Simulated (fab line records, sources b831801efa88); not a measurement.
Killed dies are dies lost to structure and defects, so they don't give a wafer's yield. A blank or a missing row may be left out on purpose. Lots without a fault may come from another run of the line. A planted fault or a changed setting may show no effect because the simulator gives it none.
A struck lot beside a sound one | flow gf180mcu | 18 steps out of a route of 602
Sound: wafers L203.1, L203.4, L203.6. Struck: wafer L218.6. (L218.3, L218.5 of the same lot were not struck and are left out.) The cause comes at the end.
At each step with rows: each side's tool, then ch and its chambers, then its first start. Under that, the readings that differ: sound wafers | struck wafers | difference of the means | sigmas: that difference in standard deviations of wafers without a fault.
alike: readings whose means differ by less than 2 such deviations, and words and numbers that are the same on both sides. not compared: withheld readings, readings that some wafer has no value for, bounds like >300 that may hide the same value, and numbers for which the record gives no deviation and whose values overlap.
The two part at a step that has a row with sigmas, a row that says differs or no value, or rows on one side only. Numbers that don't overlap but have no deviation are shown without sigmas and don't part them. A reading that every wafer of one side lacks parts them only if that side has two wafers or more.

first, 3 steps without rows for these wafers: GF_V5_EXPOSE_11 (exposes mask Via5, target cd 260 nm); GF_V5_PEB_12 (peb time 90 s); GF_V5_DEVELOP_13 (develop time 60 s).
GF_V5_CD_MEAS_14: target cd 260 nm.
  sound on cd_sem-02, day 27 03:03; struck on cd_sem-02, day 31 17:55
  alike: cd_nm
GF_V5_OVL_MEAS_15:
  sound on overlay-02, day 27 03:10; struck on overlay-01, day 31 18:01
  alike: V5_OVL
GF_V5_ETCH_16: etches BARC in N2/H2.
  sound on rie_diel-03 ch 0,1,2, day 27 03:12; struck on rie_diel-04 ch 0, day 31 18:02
  alike: drypump_motor_current_A, oes_product_au, throttle_valve_pct
GF_V5_ETCH_17: etches SiO2 in C4F8/O2/Ar, stops on TiN, target depth 855 nm.
  sound on rie_diel-03 ch 0,1,2; struck on rie_diel-04 ch 0
  alike: oes_product_au
GF_V5_STRIP_18: strips in O2/N2.
  sound on plasma_asher-04 ch 0,1, day 27 03:22; struck on plasma_asher-03 ch 1, day 31 18:13
  alike: drypump_motor_current_A, heater_power_w, oes_product_au
  not compared: rf_hours_counter_h
then, 3 steps without rows for these wafers: GF_V5_STRIP_19 (strips in post etch residue remover, time 1200 s); GF_V5_CLEAN_20 (cleans in DIW); GF_V5_SPUTTER_21 (material Ti, target thk 15 nm, time 80.02 s).
GF_V5_SPUTTER_22: material TiN, target thk 10 nm, time 40 s.
  sound on pvd_sputter-01, day 27 03:57; struck on pvd_sputter-01, day 31 18:47
  alike: throttle_valve_pct
GF_V5_CVD_23: deposits W, target thk 350 nm, time 104.9 s.
  sound on cvd_w-01 ch 0,1, day 27 03:59; struck on cvd_w-02 ch 1, day 31 18:52
  reading                          | sound             | struck | difference | sigmas
  chamber_pressure_Torr (Torr)     | 39.99 40.09 40.09 | 32.94  | -7.12      | -83
  model.W_of_V5_CVD_23.thk_nm (nm) | 347.8 348.9 351.8 | 316.3  | -33.2      |
  alike: heater_power_w
GF_V5_RS_MEAS_24: measures by four-point-probe.
  sound on film_metro-04, day 27 04:06; struck on film_metro-01, day 31 18:58
  reading          | sound                | struck | difference | sigmas
  V5_W_RS (ohm/sq) | 0.3301 0.3284 0.3266 | 0.3627 | +0.0343    | +11
GF_V5_THK_MEAS_25: measures by xrf.
  sound on film_metro-04, day 27 04:13; struck on film_metro-01, day 31 19:04
  reading       | sound       | struck | difference | sigmas
  V5_W_THK (nm) | 340 341 347 | 310    | -33        | -8
GF_V5_CMP_26: polishes, stops on SiO2, t overpolish 15 s, target thk 0 nm.
  sound on cmp-01 ch 1,2,3, day 27 04:23; struck on cmp-02 ch 0, day 31 19:07
  reading                | sound    | struck | difference | sigmas
  time_to_endpoint_s (s) | 85 92 90 | 79     | -10        | -3
  alike: motor_current_A, retaining_ring_pressure_frac
GF_TOP_METAL_SPUTTER_00: material Ti, target thk 37.5 nm, time 150 s.
  sound on pvd_sputter-02, day 27 04:35; struck on pvd_sputter-02, day 31 19:25
  alike: throttle_valve_pct
GF_PASSIVATION_PROBE_99:
  the record has rows for the struck wafers here (prober-02, day 33 10:40) and none for the sound ones

WHERE THEY PART
First at GF_V5_CVD_23; last, within this record, at GF_PASSIVATION_PROBE_99.

WHY: what the simulator had put in
Process parameter drift: cvd_w-02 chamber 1, from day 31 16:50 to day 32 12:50, at GF_V5_CVD_23. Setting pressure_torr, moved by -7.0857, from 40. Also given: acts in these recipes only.
